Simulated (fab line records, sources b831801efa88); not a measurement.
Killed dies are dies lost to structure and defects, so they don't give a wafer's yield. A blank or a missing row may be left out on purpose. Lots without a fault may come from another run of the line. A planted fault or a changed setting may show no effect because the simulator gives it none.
A struck lot beside a sound one | flow sfq_line | 14 steps out of a route of 325
Sound: wafers L490.1, L490.3, L490.5. Struck: wafer L494.5. (L494.2, L494.4 of the same lot were not struck and are left out.) The cause comes at the end.
At each step with rows: each side's tool, then ch and its chambers, then its first start. Under that, the readings that differ: sound wafers | struck wafers | difference of the means | sigmas: that difference in standard deviations of wafers without a fault.
alike: readings whose means differ by less than 2 such deviations, and words and numbers that are the same on both sides. not compared: withheld readings, readings that some wafer has no value for, bounds like >300 that may hide the same value, and numbers for which the record gives no deviation and whose values overlap.
The two part at a step that has a row with sigmas, a row that says differs or no value, or rows on one side only. Numbers that don't overlap but have no deviation are shown without sigmas and don't part them. A reading that every wafer of one side lacks parts them only if that side has two wafers or more.

SFQ_TRILAYER_I1_CMP_CMP_046: polishes SiO2.
  sound on cmp-02 ch 1,2, day 21 16:10; struck on cmp-02 ch 0, day 22 12:10
  alike: motor_current_A, time_to_endpoint_s
SFQ_I1_BOW_MEAS_912:
  sound on film_metro-01, day 21 19:10; struck on film_metro-02, day 22 13:11
  alike: I1_BOW
SFQ_TRILAYER_I1_METRO_MEASURE_047:
  sound on film_metro-01, day 21 19:17; struck on film_metro-02, day 22 13:29
  alike: thk_nm
then, 6 steps without rows for these wafers: SFQ_TRILAYER_I1_VIA_LITHO_COAT_054 (resist thk 62 nm); SFQ_TRILAYER_I1_VIA_LITHO_COAT_049 (resist thk 650 nm); SFQ_TRILAYER_I1_VIA_LITHO_SOFTBAKE_053; SFQ_TRILAYER_I1_VIA_LITHO_EXPOSE_050 (exposes mask I1, target cd 500 nm); SFQ_TRILAYER_I1_VIA_LITHO_PEB_052 (peb time 60 s); SFQ_TRILAYER_I1_VIA_LITHO_DEVELOP_051 (time 60 s).
-- the record jumps here: 6 days lie between the struck wafers' starts before and after --
SFQ_I1_OVL_MEAS_913:
  sound on overlay-01, day 27 22:10; struck on overlay-02, day 28 21:25
  alike: I1_OVL
SFQ_TRILAYER_I1_VIA_BARC_OPEN_VIA_ETCH_071: etches BARC in O2, target depth 125 nm, time 41.7 s.
  sound on rie_diel-01 ch 0,2,3, day 27 22:12; struck on rie_diel-01 ch 3, day 28 21:26
  alike: drypump_motor_current_A, oes_product_au
  not compared: rf_hours_counter_h
SFQ_TRILAYER_I1_VIA_ETCH_VIA_ETCH_052: etches SiO2 in CHF3, stops on Nb, target depth 260 nm.
  sound on rie_diel-01 ch 0,2,3, day 27 22:14; struck on rie_diel-01 ch 3, day 28 21:29
  alike: drypump_motor_current_A, oes_product_au
SFQ_TRILAYER_I1_VIA_STRIP_STRIP_053: strips in O2.
  sound on rie_metal-01 ch 1, day 27 22:21; struck on rie_metal-01 ch 1, day 28 21:35
  reading                        | sound             | struck | difference | sigmas
  chamber_pressure_mTorr (mTorr) | 50.04 49.95 49.92 | 60.03  | +10.06     | +99 or more
  alike: drypump_motor_current_A, oes_product_au
  not compared: rf_hours_counter_h
then, 1 step without rows for these wafers: SFQ_TRILAYER_I1_VIA_STRIP_SOLV_CLEAN_054 (cleans in NMP, time 600 s).

WHERE THEY PART
Only at SFQ_TRILAYER_I1_VIA_STRIP_STRIP_053, within this record.

WHY: what the simulator had put in
Process parameter drift: rie_metal-01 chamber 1, from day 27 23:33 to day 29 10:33, at SFQ_TRILAYER_I1_VIA_STRIP_STRIP_053. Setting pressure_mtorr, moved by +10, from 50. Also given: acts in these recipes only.
